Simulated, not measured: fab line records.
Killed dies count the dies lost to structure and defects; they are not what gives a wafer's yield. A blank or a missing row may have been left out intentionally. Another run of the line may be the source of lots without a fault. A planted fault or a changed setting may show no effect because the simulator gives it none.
fab line records	flow sky130
record: lots: 6	wafers: 18	last_day: 50
route steps=708 shown SONOS_ONO@168 PAD_OPEN@708
lots that met no fault: from a run of the same line without faults
start_h: hours from the record's opening day to when the first of the lot's shown wafers began	wait_h: hours from the lot's prior step to this one	" same as the row above	L1.1+2: a row that stands for several wafers	- no value present, or no start provided	* or withheld: withheld	< > ~ a bound
route shown NAME@n: a module of which the file shows steps, and the number in the route of the first	usual: mean/standard deviation of fault-free wafers	same: alike in all rows	chamber/n: place in a boat	sites: each site's reading	_std_site: standard deviation of those values	_edge_site: mean of outer sites minus mean of inner sites	radius_mm: how far each site lies from the wafer's centre	mask NAME#n: copy n	behind: the tool/chamber that last shaped the wafer	hold: reason for holding the lot/hours on hold/outcome of the hold	device: the transistor (n, p or np) that didn't switch	end of line: at the end of the route, the tests of the same wafers	a step with no rows: only its recipe	killed: count of dies lost to structure and defects at first sort (not the wafer's yield)	map: per-die view of a wafer (x killed, . not killed, _ where there is no die)
set.NAME: the setting as run; set.NAME@STEP: as run at that earlier step	model.NAME: the simulator's own value behind a step, which no gauge read
lots at some steps of the route; a table a step, a row a wafer
services: from which hour (start_h, from the record's first day; less than 0 if before it) a tool's chamber was out of use, for how many hours, and why
== steps ==
step: SKY_SONOS_ONO_OXIDATION_00
recipe: temp_c: 800	ambient: O2	idle_temp_c: 700	ramp_up_c_per_min: 10	ramp_down_c_per_min: 3	stabilise_s: 600	purge_s: 300	target_thk_a: 26	ox_time_s: 1249
step: SKY_SONOS_ONO_THK_MEAS_01
recipe: reads: SiO2_of_SONOS_ONO_OXIDATION_00
usual: SONOS_ONO_OXIDATION_THK: 2.60/0.051
lot.wafer	tool	chamber	start_h	wait_h	SONOS_ONO_OXIDATION_THK[nm]
L436.1	film_metro-01	-	280.24	0.0	2.63
L436.2	"	-	"	"	2.57
L436.5	"	-	"	"	2.65
L439.3	film_metro-03	-	305.24	0.0	2.60
L439.4	"	-	"	"	2.63
L439.6	"	-	"	"	2.64
L446.3	film_metro-01	-	371.84	0.0	2.67
L446.4	"	-	"	"	2.60
L446.6	"	-	"	"	2.64
L448.2	film_metro-04	-	390.10	0.0	2.64
L448.4	"	-	"	"	2.60
L448.6	"	-	"	"	2.64
L453.1	film_metro-01	-	423.88	0.0	2.53
L453.4	"	-	"	"	2.59
L453.6	"	-	"	"	2.61
L455.1	film_metro-01	-	435.00	0.0	2.56
L455.5	"	-	"	"	2.58
L455.6	"	-	"	"	2.51
step: SKY_SONOS_ONO_CVD_02
recipe: material: Si3N4	precursor: DCS/NH3	target_thk_nm: 10.5	temp_c: 770	time_s: 180	pressure_mtorr: 250
step: SKY_SONOS_ONO_THK_MEAS_03
recipe: reads: Si3N4_of_SONOS_ONO_CVD_02
usual: SONOS_ONO_CVD_02_THK: 10.47/0.11
lot.wafer	tool	chamber	start_h	wait_h	SONOS_ONO_CVD_02_THK[nm]
L436.1	film_metro-04	-	283.42	0.0	10.62
L436.2	"	-	"	"	10.53
L436.5	"	-	"	"	10.53
L439.3	film_metro-04	-	306.35	0.0	10.58
L439.4	"	-	"	"	10.42
L439.6	"	-	"	"	10.48
L446.3	film_metro-04	-	372.95	0.0	10.36
L446.4	"	-	"	"	10.39
L446.6	"	-	"	"	10.44
L448.2	film_metro-03	-	391.21	0.0	10.42
L448.4	"	-	"	"	10.53
L448.6	"	-	"	"	10.57
L453.1	film_metro-03	-	426.85	0.0	10.40
L453.4	"	-	"	"	10.43
L453.6	"	-	"	"	10.50
L455.1	film_metro-04	-	439.22	0.2	10.48
L455.5	"	-	"	"	10.40
L455.6	"	-	"	"	10.64
step: SKY_SONOS_ONO_CVD_04
recipe: material: SiO2	precursor: SiH4/N2O	target_thk_nm: 5.7199	temp_c: 900	pressure_mtorr: 400
step: SKY_SONOS_ONO_THK_MEAS_05
recipe: reads: SiO2_of_SONOS_ONO_CVD_04
usual: SONOS_ONO_CVD_04_THK: 5.68/0.11
lot.wafer	tool	chamber	start_h	wait_h	SONOS_ONO_CVD_04_THK[nm]
L436.1	film_metro-03	-	284.73	0.0	5.55
L436.2	"	-	"	"	5.44
L436.5	"	-	"	"	5.50
L439.3	film_metro-01	-	307.66	0.0	5.84
L439.4	"	-	"	"	5.80
L439.6	"	-	"	"	5.78
L446.3	film_metro-01	-	374.26	0.0	5.79
L446.4	"	-	"	"	5.82
L446.6	"	-	"	"	5.77
L448.2	film_metro-01	-	392.52	0.0	5.59
L448.4	"	-	"	"	5.58
L448.6	"	-	"	"	5.54
L453.1	film_metro-04	-	428.16	0.0	5.88
L453.4	"	-	"	"	5.84
L453.6	"	-	"	"	5.77
L455.1	film_metro-03	-	440.53	0.0	5.75
L455.5	"	-	"	"	5.81
L455.6	"	-	"	"	5.84
step: SKY_SONOS_ONO_DEHYDRATE_06
recipe: temp_c: 200	time_s: 60
step: SKY_SONOS_ONO_HMDS_07
recipe: prime_time_s: 60	prime_temp_c: 120
step: SKY_SONOS_ONO_COAT_08
recipe: resist: NOVOLAK	spin_rpm: 3000	resist_thk_nm: 1140
step: SKY_SONOS_ONO_SOFTBAKE_09
recipe: temp_c: 90	time_s: 60	resist: NOVOLAK
step: SKY_SONOS_ONO_EXPOSE_10
recipe: mask_id: ONOM	target_cd_nm: 410	na: 0.6	source_shape: conventional	sigma_outer: 0.6	dose_mj: 150
step: SKY_SONOS_ONO_PEB_11
recipe: temp_c: withheld	time_s: *	resist: NOVOLAK
step: SKY_SONOS_ONO_DEVELOP_12
recipe: develop_time_s: 60	dev_temp_c: 23
lot.wafer	tool	chamber	start_h	wait_h
L436.1+2+5	litho_track-03	0	310.82	0.1
L439.3+4+6	litho_track-03	0	334.32	0.1
L446.3+4+6	litho_track-03	0	403.72	0.1
L448.2+4+6	litho_track-03	0	421.85	0.1
L453.1+4+6	litho_track-01	0	459.22	0.1
L455.1+5+6	litho_track-04	0	470.88	0.1
step: SKY_SONOS_ONO_CD_MEAS_13
recipe: target_cd_nm: 410
usual: cd_nm: 410.1/2.6
lot.wafer	tool	chamber	start_h	wait_h	cd_nm
L436.1	cd_sem-01	-	310.97	0.1	408.6
L436.2	"	-	"	"	406.2
L436.5	"	-	"	"	408.8
L439.3	cd_sem-02	-	334.46	0.1	411.3
L439.4	"	-	"	"	411.2
L439.6	"	-	"	"	413.1
L446.3	cd_sem-02	-	403.86	0.1	424.1
L446.4	"	-	"	"	424.9
L446.6	"	-	"	"	424.8
L448.2	cd_sem-02	-	421.99	0.1	419.2
L448.4	"	-	"	"	417.9
L448.6	"	-	"	"	416.5
L453.1	cd_sem-01	-	459.37	0.1	407.9
L453.4	"	-	"	"	406.5
L453.6	"	-	"	"	405.5
L455.1	cd_sem-01	-	471.03	0.1	408.5
L455.5	"	-	"	"	409.1
L455.6	"	-	"	"	410.0
step: SKY_SONOS_ONO_OVL_MEAS_14
usual: SONOS_ONO_OVL: -0.4/1.1
lot.wafer	tool	chamber	start_h	wait_h	SONOS_ONO_OVL[nm]
L436.1	overlay-02	-	311.09	0.1	0.6
L436.2	"	-	"	"	-0.8
L436.5	"	-	"	"	-0.9
L439.3	overlay-01	-	334.56	0.1	-1.5
L439.4	"	-	"	"	-3.4
L439.6	"	-	"	"	-0.2
L446.3	overlay-01	-	403.96	0.1	0.7
L446.4	"	-	"	"	1.4
L446.6	"	-	"	"	1.2
L448.2	overlay-02	-	422.10	0.1	0.9
L448.4	"	-	"	"	0.6
L448.6	"	-	"	"	0.6
L453.1	overlay-01	-	459.49	0.1	-1.2
L453.4	"	-	"	"	-0.4
L453.6	"	-	"	"	-1.7
L455.1	overlay-01	-	471.15	0.1	-0.6
L455.5	"	-	"	"	-1.2
L455.6	"	-	"	"	-0.7
step: SKY_SONOS_ONO_ETCH_15
recipe: target_depth_nm: 19.52	chemistry: CHF3/O2	source_w: 600	bias_w: 200	pressure_mtorr: 40	chf3_flow_sccm: 50	O2_flow_sccm: 5	time_s: 7.8
usual: O2_flow_sccm: 4.999/0.014	bias_w: 200.1/0.56	drypump_motor_current_A: 5.6/0.47	oes_product_au: 0.998/0.0078	throttle_valve_pct: 8.826/0.0092
lot.wafer	tool	chamber	start_h	wait_h	O2_flow_sccm	bias_w	drypump_motor_current_A	oes_product_au	rf_hours_counter_h	throttle_valve_pct	model.SONOS_ONO.cd_nm
L436.1	rie_diel-01	1	311.13	0.0	4.988	200.4	5.4	0.990	65	8.845	408.6
L436.2	"	2	"	"	5.037	199.9	5.4	1.001	110	8.826	406.5
L436.5	"	1	"	"	4.996	199.9	5.4	0.997	-	8.810	408.4
L439.3	rie_diel-01	1	334.58	0.0	5.003	199.7	5.5	0.993	66	8.813	411.6
L439.4	"	3	"	"	5.001	199.4	5.0	0.992	2	8.831	411.2
L439.6	"	3	"	"	4.980	200.0	5.0	0.987	-	8.832	412.9
L446.3	rie_diel-02	3	403.98	0.0	4.988	200.2	5.8	1.000	1	8.821	424
L446.4	"	2	"	"	5.019	199.6	5.5	1.000	57	8.814	425.1
L446.6	"	3	"	"	5.015	200.4	5.8	0.988	-	8.816	425
L448.2	rie_diel-04	0	422.13	0.0	5.019	200.3	5.1	1.007	16	8.838	419.1
L448.4	"	3	"	"	5.018	201.8	5.8	0.994	2	8.840	418.2
L448.6	"	1	"	"	4.997	199.3	6.8	0.995	-	8.850	416.7
L453.1	rie_diel-04	2	459.52	0.0	4.992	200.4	5.7	1.003	7	8.816	407.7
L453.4	"	1	"	"	5.003	199.8	6.8	0.996	5	8.815	406.4
L453.6	"	1	"	"	5.017	199.8	6.8	1.003	-	8.833	405.8
L455.1	rie_diel-01	1	471.19	0.0	5.009	200.3	5.5	0.996	67	8.821	408.8
L455.5	"	0	"	"	5.000	200.5	5.1	1.002	-	8.813	409.1
L455.6	"	1	"	"	5.000	199.9	5.4	0.988	-	8.825	410
step: SKY_SONOS_ONO_WET_ETCH_16
recipe: chemistry: dHF	target_depth_nm: 14	dry: n2_spin	target: SiO2	dilution: 100:1	temp_c: 25	time_s: 280
step: SKY_PAD_OPEN_PROBE_99
usual: killed_at_M0_to_M3: 43/7.4	killed_at_M4_up: 3.1/1.9	killed_at_contacts: 25/5.4	killed_at_front_end: 15/4.3	killed_at_other: 0.3/0.54	killed_dies: 86/10	killed_open: 46/7.4	killed_short: 40/7
same: gross_dies: 492	killed_at_back_side: 0
lot.wafer	tool	chamber	start_h	wait_h	killed_at_M0_to_M3	killed_at_M4_up	killed_at_contacts	killed_at_front_end	killed_at_other	killed_dies	killed_open	killed_short
L446.3	prober-01	-	1162.84	0.2	48	3	20	13	1	85	43	41
L446.4	prober-01	-	1162.89	0.2	38	2	22	25	1	88	45	42
L446.6	prober-01	-	1162.99	0.2	40	2	20	17	0	79	39	40
L453.1	prober-02	-	1193.99	0.1	42	2	24	15	1	84	39	45
L453.4	prober-02	-	1194.14	0.2	38	3	26	10	0	77	49	28
L453.6	prober-02	-	1194.24	0.2	29	3	30	10	0	72	45	27
killed by level:class
L446.3 VIA1:geometric_particle:open=11 VIA3:geometric_particle:open=9 CONTACT:geometric_particle:open=7 VIA1:geometric_particle:short=7 FIELD_ISO:geometric_particle:short=6 METAL2:geometric_particle:short=6 METAL1:geometric_particle:short=6 LI_CONTACT:geometric_particle:open=5
L446.4 VIA1:geometric_particle:open=10 LI_CONTACT:geometric_particle:open=6 LOCAL_INTERCONNECT:geometric_particle:short=6 POLY_GATE:geometric_particle:open=5 CONTACT:geometric_particle:open=5 VIA2:geometric_particle:open=5 FIELD_ISO:geometric_particle:short=4 SPACER:geometric_particle:short=4
L446.6 VIA1:geometric_particle:open=11 VIA1:geometric_particle:short=8 POLY_GATE:geometric_particle:short=6 LI_CONTACT:geometric_particle:open=6 METAL1:geometric_particle:short=5 VIA3:geometric_particle:open=5 FIELD_ISO:geometric_particle:open=4 LOCAL_INTERCONNECT:geometric_particle:short=4
L453.1 METAL1:geometric_particle:short=10 CONTACT:geometric_particle:open=8 FIELD_ISO:geometric_particle:short=7 VIA1:geometric_particle:open=6 LI_CONTACT:geometric_particle:open=5 CONTACT:geometric_particle:short=5 VIA2:geometric_particle:open=5 METAL2:geometric_particle:short=4
L453.4 VIA1:geometric_particle:open=12 LI_CONTACT:geometric_particle:open=9 CONTACT:geometric_particle:open=9 VIA2:geometric_particle:open=6 POLY_GATE:geometric_particle:open=4 METAL1:geometric_particle:short=4 VIA2:geometric_particle:short=4 CONTACT:geometric_particle:short=3
L453.6 CONTACT:geometric_particle:open=13 VIA1:geometric_particle:open=7 LI_CONTACT:geometric_particle:open=7 METAL1:geometric_particle:short=6 LI_CONTACT:geometric_particle:short=4 CONTACT:geometric_particle:short=3 VIA2:geometric_particle:open=3 FIELD_ISO:geometric_particle:short=2
== services ==
tool	chamber	start_h	hours	kind
rie_diel-01	1	293.06	3.1	repair
rie_diel-02	3	293.68	5.3	repair
rie_diel-04	1	309.44	4.6	repair
rie_diel-04	3	314.08	-	clean
rie_diel-04	3	314.08	24.1	scheduled_down
rie_diel-04	3	314.08	24.1	vent_cycle
rie_diel-01	3	318.72	4.2	repair
rie_diel-02	3	319.62	-	clean
rie_diel-02	3	319.62	15.5	scheduled_down
rie_diel-02	3	319.62	15.5	vent_cycle
rie_diel-01	-	346.53	28.1	pm
rie_diel-02	1	358.16	4.6	repair
rie_diel-01	2	391.40	4.8	repair
rie_diel-01	2	396.22	-	clean
rie_diel-01	2	396.22	21.4	scheduled_down
rie_diel-01	2	396.22	21.4	vent_cycle
rie_diel-04	-	428.31	0.7	repair
rie_diel-02	1	454.91	1.4	repair
== key ==
first_sign: step: SKY_SONOS_ONO_CD_MEAS_13	reading: cd_nm	direction: up	sigmas: 4.3	usual: 410.1	struck: 421.3	through: control_loop
effect none on later readings
model_effect: step: SKY_SONOS_ONO_ETCH_15	value: SONOS_ONO.cd_nm	without: 409.3	struck: 421.4
met_at SKY_SONOS_ONO_DEVELOP_12
struck_wafers L446.3,L446.4,L446.6,L448.2,L448.4,L448.6
tester_left_out L446,L448
loop_trim: step: SKY_SONOS_ONO_EXPOSE_10	setting: dose	lots: L448
onset_between 334.32 403.72
fault: kind: process_parameter_drift	tool: litho_track-03	chamber: -	onset_h: 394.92	steps: SKY_SONOS_ONO_DEVELOP_12	channel: develop_time_s	offset: *	shape: step	end_h: 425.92	acts_in: *	stated: *
tester_left_out: of these lots the tester's yield and bins aren't shown, on N5 and GAA mostly nor the transistor test; their killed dies are dies lost to structure and defects alone, not to doping, threshold or leakage, so they don't give the yield
loop_trim: a control loop set the setting to another value than it would have without faults
